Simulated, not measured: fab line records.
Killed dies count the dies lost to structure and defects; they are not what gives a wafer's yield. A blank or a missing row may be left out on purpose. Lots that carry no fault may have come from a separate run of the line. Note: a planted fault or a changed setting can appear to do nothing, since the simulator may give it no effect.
A lot that was struck, set against a sound lot | flow gf180mcu | 14 steps out of a route of 602
Sound: wafers L136.2, L136.5, L136.6. Wafers L133.2, L133.3, L133.4 were the ones struck. The cause is named last.
Per side, at each step with rows, come the tool, then ch with its chambers, and then its first start. Under that, the readings that differ: sound wafers | struck wafers | difference of the means | sigmas: that difference in standard deviations of wafers without a fault.
alike: same words and numbers on both sides, and readings whose means sit less than 2 such deviations apart. not compared: any withheld reading, any reading some wafer has no value for, any bound like >300 that may hide the same value, and any number with overlapping values for which the record gives no deviation.
The two part at a step that has a row with sigmas, a row that says differs or no value, or rows on one side only. Non-overlapping numbers with no deviation appear without sigmas and do not part them. A reading missing from all wafers of one side parts the sides only when that side holds two or more wafers.

GF_V1_OVL_MEAS_15:
  sound on overlay-01, day 24 14:30; struck on overlay-02, day 23 16:39
  reading     | sound    | struck  | difference | sigmas
  V1_OVL (nm) | 14 10 13 | -3 5 -4 | -13        | -2
GF_V1_ETCH_16: etches BARC in N2/H2.
  sound on rie diel-01 ch 0,2, day 24 14:32; struck on rie diel-04 ch 0,1,3, day 23 16:41
  alike: chamber pressure mTorr, drypump motor current A, n2 flow sccm, oes product au, throttle valve pct
then, 1 step without rows for these wafers: GF_V1_ETCH_17 (etches SiO2 in C4F8/O2/Ar, stops on TiN, target depth 630 nm).
GF_V1_STRIP_18: strips in O2/N2.
  sound on plasma asher-03 ch 0,1, day 24 14:40; struck on plasma asher-03 ch 0,1, day 23 16:49
  alike: chamber pressure mTorr, drypump motor current A, heater power w, n2 flow sccm, oes product au
  not compared: rf hours counter h
then, 2 steps without rows for these wafers: GF_V1_STRIP_19 (strips in post etch residue remover, time 1200 s); GF_V1_CLEAN_20 (cleans in DIW).
GF_V1_SPUTTER_21: material Ti, target thk 15 nm, time 80.02 s.
  sound on pvd sputter-02, day 24 15:11; struck on pvd sputter-01, day 23 17:23
  alike: cathode dc power W, chamber pressure pa, throttle valve pct
then, 1 step without rows for these wafers: GF_V1_SPUTTER_22 (material TiN, target thk 10 nm, time 40 s).
GF_V1_CVD_23: deposits W, target thk 350 nm, time 105.05 s.
  sound on cvd w-02 ch 0,1, day 24 15:17; struck on cvd w-01 ch 1, day 23 17:31
  alike: heater power w
GF_V1_RS_MEAS_24: the measuring method here is four-point-probe.
  sound on film metro-03, day 24 15:26; struck on film metro-04, day 23 17:43
  alike: V1_W_RS
GF_V1_THK_MEAS_25: measures by xrf.
  sound on film metro-03, day 24 15:32; struck on film metro-04, day 23 17:50
  alike: V1_W_THK
then, 1 step without rows for these wafers: GF_V1_CMP_26 (polishes, stops on SiO2, t overpolish 15 s, target thk 0 nm).
GF_M2_SPUTTER_00: material Ti, target thk 37.5 nm, time 150 s.
  sound on pvd sputter-04, day 24 15:53; struck on pvd sputter-03, day 23 18:11
  no value came back on the struck wafers for cathode dc power W (W), chamber pressure pa (Pa), throttle valve pct (%); on the sound wafers cathode dc power W (W) reads 3998.9 3999.1 3999.3
GF_M2_SPUTTER_01: material TiN, target thk 30 nm, time 25 s.
  sound on pvd sputter-04, day 24 15:59; struck on pvd sputter-03, day 23 18:17
  alike: cathode dc power W, chamber pressure pa, throttle valve pct

## WHERE THEY PART
Last at GF_M2_SPUTTER_00 as far as this record goes, first at GF_V1_OVL_MEAS_15. Later steps at which nothing parts them and some readings are alike: GF_M2_SPUTTER_01.

WHY: what the simulator had put in
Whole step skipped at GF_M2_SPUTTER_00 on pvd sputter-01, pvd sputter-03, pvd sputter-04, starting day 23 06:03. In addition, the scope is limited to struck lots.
